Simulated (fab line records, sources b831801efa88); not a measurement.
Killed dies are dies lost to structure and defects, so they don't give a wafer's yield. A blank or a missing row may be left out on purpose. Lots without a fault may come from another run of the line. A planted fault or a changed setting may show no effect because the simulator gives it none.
Which tool did it? | flow sky130 | 12 lots, 36 wafers sampled, at 5 steps of a route of 708

WHAT THE GAUGES READ, wafer by wafer
SKY_FIELD_ISO_BOW_MEAS_00.
lot  | measured    | on            | INCOMING_BOW (um)
L261 | day 1 15:01 | film_metro-02 | 8 6 4
L262 | day 1 20:02 | film_metro-02 | 4 8 -2
L263 | day 2 01:01 | film_metro-01 | -5 4 -6
L264 | day 2 06:00 | film_metro-01 | 8 9 -6
L265 | day 2 11:01 | film_metro-04 | 19 0 9
L271 | day 3 17:02 | film_metro-02 | 7 16 2
L273 | day 4 03:01 | film_metro-04 | 6 -9 -4
L276 | day 4 18:01 | film_metro-01 | -10 9 4
L278 | day 5 04:01 | film_metro-04 | -2 -2 -12
L279 | day 5 09:01 | film_metro-01 | 2 0 10
L282 | day 6 00:01 | film_metro-04 | 3 12 0
L283 | day 6 05:00 | film_metro-01 | 20 -2 2

SKY_VT_ADJUST_PCH_TW_MEAS_10.
lot  | measured     | on            | VT_ADJUST_PCH_TW
L261 | day 10 14:04 | film_metro-04 | 141.7 141.8 141.4
L262 | day 10 21:16 | film_metro-03 | 142.1 142.7 141.7
L263 | day 11 11:40 | film_metro-01 | 142.6 141.4 142.5
L264 | day 11 19:16 | film_metro-04 | 141.4 142.1 141.4
L265 | day 12 00:16 | film_metro-03 | 143.0 143.0 143.3
L271 | day 13 23:44 | film_metro-03 | 150.3 152.0 150.2
L273 | day 14 11:52 | film_metro-04 | 151.5 152.1 150.9
L276 | day 15 09:13 | film_metro-01 | 143.4 142.6 144.3
L278 | day 16 02:43 | film_metro-03 | 140.8 141.6 141.3
L279 | day 16 13:28 | film_metro-04 | 142.8 141.6 142.0
L282 | day 17 08:16 | film_metro-03 | 141.4 141.5 141.7
L283 | day 17 17:07 | film_metro-04 | 143.5 142.7 142.9

WHICH TOOL RAN EACH LOT (tool, then ch and the chambers of the sampled wafers, then the start)
lot  | SKY_NWELL_STRIP_14                   | SKY_VT_ADJUST_LVTN_STRIP_20          | SKY_VT_ADJUST_PCH_IMPLANT_08
L261 | plasma_asher-03 ch 0,1, day 4 17:55  | plasma_asher-04 ch 0,1, day 7 21:12  | implanter-04 ch 0, day 10 13:50
L262 | plasma_asher-03 ch 0,1, day 4 22:12  | plasma_asher-02 ch 0,1, day 8 04:00  | implanter-04 ch 0, day 10 21:03
L263 | plasma_asher-04 ch 0,1, day 5 09:07  | plasma_asher-04 ch 0,1, day 8 16:31  | implanter-04 ch 0, day 11 11:26
L264 | plasma_asher-02 ch 0,1, day 5 15:16  | plasma_asher-04 ch 0,1, day 8 22:07  | implanter-02 ch 0, day 11 19:01
L265 | plasma_asher-03 ch 0,1, day 5 19:40  | plasma_asher-02 ch 0, day 9 04:49    | implanter-02 ch 0, day 12 00:02
L271 | plasma_asher-02 ch 0,1, day 7 08:12  | plasma_asher-02 ch 0,1, day 10 23:02 | implanter-04 ch 0, day 13 23:31
L273 | plasma_asher-04 ch 0,1, day 7 17:55  | plasma_asher-02 ch 0,1, day 11 09:51 | implanter-04 ch 0, day 14 11:38
L276 | plasma_asher-04 ch 0,1, day 8 09:16  | plasma_asher-02 ch 0,1, day 12 04:21 | implanter-02 ch 0, day 15 08:59
L278 | plasma_asher-03 ch 1, day 8 23:40    | plasma_asher-02 ch 0, day 12 21:22   | implanter-01 ch 0, day 16 02:29
L279 | plasma_asher-02 ch 0,1, day 9 06:40  | plasma_asher-01 ch 0,1, day 13 05:25 | implanter-01 ch 0, day 16 13:14
L282 | plasma_asher-03 ch 0,1, day 9 21:58  | plasma_asher-01 ch 0,1, day 13 23:12 | implanter-04 ch 0, day 17 08:02
L283 | plasma_asher-04 ch 0,1, day 10 04:58 | plasma_asher-04 ch 0,1, day 14 05:45 | implanter-01 ch 0, day 17 16:52
- SKY_NWELL_STRIP_14: strips in O2/N2.
- SKY_VT_ADJUST_LVTN_STRIP_20: strips in O2/N2.
- SKY_VT_ADJUST_PCH_IMPLANT_08

WHAT THE TOOLS THEMSELVES READ (means of the sampled wafers that have a number; where no wafer has one, the mark that the record gives instead)
SKY_NWELL_STRIP_14.
lot  | tool            | drypump_motor_current_A (A) | oes_product_au (a.u.) | strip_time_to_endpoint_s (s)
L261 | plasma_asher-03 | 5.7                         | 0.720                 | 36.53
L262 | plasma_asher-03 | 5.7                         | 0.727                 | 36.30
L263 | plasma_asher-04 | 5.5                         | 0.722                 | 36.39
L264 | plasma_asher-02 | 6.0                         | 0.724                 | 36.46
L265 | plasma_asher-03 | 6.0                         | 0.721                 | 36.34
L271 | plasma_asher-02 | 6.2                         | 0.720                 | 36.25
L273 | plasma_asher-04 | 5.7                         | 0.723                 | 36.39
L276 | plasma_asher-04 | 5.6                         | 0.724                 | 36.29
L278 | plasma_asher-03 | 5.4                         | 0.720                 | 36.30
L279 | plasma_asher-02 | 6.0                         | 0.718                 | 36.38
L282 | plasma_asher-03 | 6.0                         | 0.720                 | 36.27
L283 | plasma_asher-04 | 5.6                         | 0.717                 | 36.38

SKY_VT_ADJUST_LVTN_STRIP_20.
lot  | tool            | drypump_motor_current_A (A) | oes_product_au (a.u.) | strip_time_to_endpoint_s (s)
L261 | plasma_asher-04 | 5.7                         | 0.718                 | 14.11
L262 | plasma_asher-02 | 6.2                         | 0.715                 | 14.12
L263 | plasma_asher-04 | 5.6                         | 0.714                 | 14.17
L264 | plasma_asher-04 | 5.6                         | 0.714                 | 14.23
L265 | plasma_asher-02 | 6.4                         | 0.714                 | 14.16
L271 | plasma_asher-02 | 6.2                         | 0.715                 | 14.15
L273 | plasma_asher-02 | 6.2                         | 0.713                 | 14.10
L276 | plasma_asher-02 | 6.2                         | 0.714                 | 14.17
L278 | plasma_asher-02 | 6.4                         | 0.723                 | 14.20
L279 | plasma_asher-01 | 5.3                         | 0.716                 | 14.21
L282 | plasma_asher-01 | 5.3                         | 0.715                 | 14.15
L283 | plasma_asher-04 | 5.6                         | 0.718                 | 14.13

SKY_VT_ADJUST_PCH_IMPLANT_08.
lot  | tool         | dose_ions_cm2 | faraday_current_uA
L261 | implanter-04 | 5e+11         | 2.74
L262 | implanter-04 | 5e+11         | 2.86
L263 | implanter-04 | 5e+11         | 2.82
L264 | implanter-02 | 5e+11         | 2.83
L265 | implanter-02 | 5e+11         | 2.85
L271 | implanter-04 | 6e+11         | 3.56
L273 | implanter-04 | 6e+11         | 3.54
L276 | implanter-02 | 5e+11         | 2.84
L278 | implanter-01 | 5e+11         | 2.84
L279 | implanter-01 | 5e+11         | 2.83
L282 | implanter-04 | 5e+11         | 2.78
L283 | implanter-01 | 5e+11         | 2.80

THE ANSWER, worked out from the rows above alone
Rule: what is usual is taken from the lots themselves. Put in order of their means at a reading, lots are off if they are a third of the lots or fewer, leave a main group of 4 or more, and stand apart from it by a gap of 3 or more times the standard deviation of the main group's means; of several such gaps the widest counts. A main group whose means are all the same, to the digits that the tables above print for the reading, isn't used. A lot without any number at a reading at which 4 lots or more have one is off too. The other lots that the step has rows for count as sound. The gauges are gone through in route order, then the tools' own readings, and for those a lot's mean is taken as printed above. The first step at which some lot is off is used, and at that step the reading that is off furthest; a lot without a number counts as furthest.
Off: L271, L273, at SKY_VT_ADJUST_PCH_TW_MEAS_10 (VT_ADJUST_PCH_TW). The main group: mean 142.2, standard deviation 0.71.
A tool fits if, at a process step before that reading, it ran every lot that is off, and no sound lot after the first of them. The gauges at SKY_VT_ADJUST_PCH_TW_MEAS_10 aren't tried: what is off there is off at SKY_VT_ADJUST_PCH_IMPLANT_08 too, on other tools, and a gauge's error can't cause that. None of those tried fits.

WHAT THE SIMULATOR HAD PUT IN
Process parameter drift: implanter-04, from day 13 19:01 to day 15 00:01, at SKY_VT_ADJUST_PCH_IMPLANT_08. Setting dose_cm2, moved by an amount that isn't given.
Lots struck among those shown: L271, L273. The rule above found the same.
